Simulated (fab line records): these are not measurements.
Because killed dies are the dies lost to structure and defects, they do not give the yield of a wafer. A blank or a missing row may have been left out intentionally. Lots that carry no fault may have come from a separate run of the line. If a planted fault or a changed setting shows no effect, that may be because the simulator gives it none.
Matching of chambers    flow sfq line    SFQ_TRILAYER_I4_CMP_CMP_100 on cmp-01: 4 sister chambers
The step polishes SiO2. 21 wafers are shown with their chamber, then 10 later ones without.

## EACH WAFER AND ITS CHAMBER
wafer   chamber  motor current A (A)  time to endpoint s (s)  slurry filter dp kPa (kPa)
L994.2  3        10.9                 219                     13.50
L994.3  2        10.1                 207                     13.11
L994.4  1        9.9                  216                     13.37
L997.1  1        10.0                 214                     13.53
L997.5  0        9.1                  227                     13.69
L997.6  1        10.0                 219                     13.41
L999.2  1        10.0                 207                     13.57
L999.4  0        8.6                  224                     13.64
L999.5  2        9.9                  216                     13.31
L100.1  1        9.8                  203                     13.34
L100.5  3        11.2                 218                     13.25
L100.6  0        9.1                  224                     13.35
L101.1  2        10.1                 211                     13.57
L101.5  3        10.6                 225                     13.75
L102.3  3        9.9                  220                     13.25
L102.6  2        9.4                  212                     13.62
L108.2  1        9.9                  204                     13.36
L108.5  1        10.0                 208                     13.42
L108.6  0        8.7                  221                     13.53
L109.1  3        10.4                 223                     13.42
L109.4  0        8.7                  224                     13.46

SIGNATURES, as means of the wafers listed above
reading               chamber 0  chamber 1  chamber 2  chamber 3  scatter within a chamber
motor current A       8.840      9.943      9.875      10.600     0.305
time to endpoint s    224.00     210.14     211.50     221.00     4.36
slurry filter dp kPa  13.5340    13.4286    13.4025    13.4340    0.165
Rule: distance of a wafer from a chamber = root of the sum over the readings of ((wafer's reading minus chamber's mean) / reading's scatter) squared. The wafer belongs to the nearest chamber; if the next one is less than 2 further off, it can't be placed. The scatter is the square root of a quotient: the sum, over the shown wafers, of each reading's squared deviation from its chamber's mean, divided by wafers minus chambers.

## WAFERS MISSING THEIR CHAMBER
wafer   motor current A (A)  time to endpoint s (s)  slurry filter dp kPa (kPa)
L109.5  8.7                  231                     13.52
L113.1  10.5                 211                     13.47
L113.4  10.2                 209                     13.62
L113.5  10.2                 204                     13.57
L116.2  11.0                 219                     13.86
L116.4  8.4                  236                     13.50
L116.5  9.6                  219                     13.53
L117.2  9.1                  223                     13.66
L117.4  9.7                  210                     13.27
L117.5  9.9                  202                     13.35

## THE CHAMBER EACH PASSED THROUGH
wafer   from the rows above                in truth
L109.5  0                                  0
L113.1  can't be placed: 1 or 2 or 3       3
L113.4  can't be placed: 1 or 2 or 3       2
L113.5  can't be placed: 1 or 2            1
L116.2  can't be placed: 3 or 1 or 2       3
L116.4  0                                  0
L116.5  can't be placed: 2 or 1 or 0 or 3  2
L117.2  0                                  0
L117.4  can't be placed: 2 or 1            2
L117.5  can't be placed: 1 or 2            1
Correctly placed: 3 of 10. Can't be placed from these rows: 7 (the true chamber is among the candidates in 7). Placed wrongly: 0.
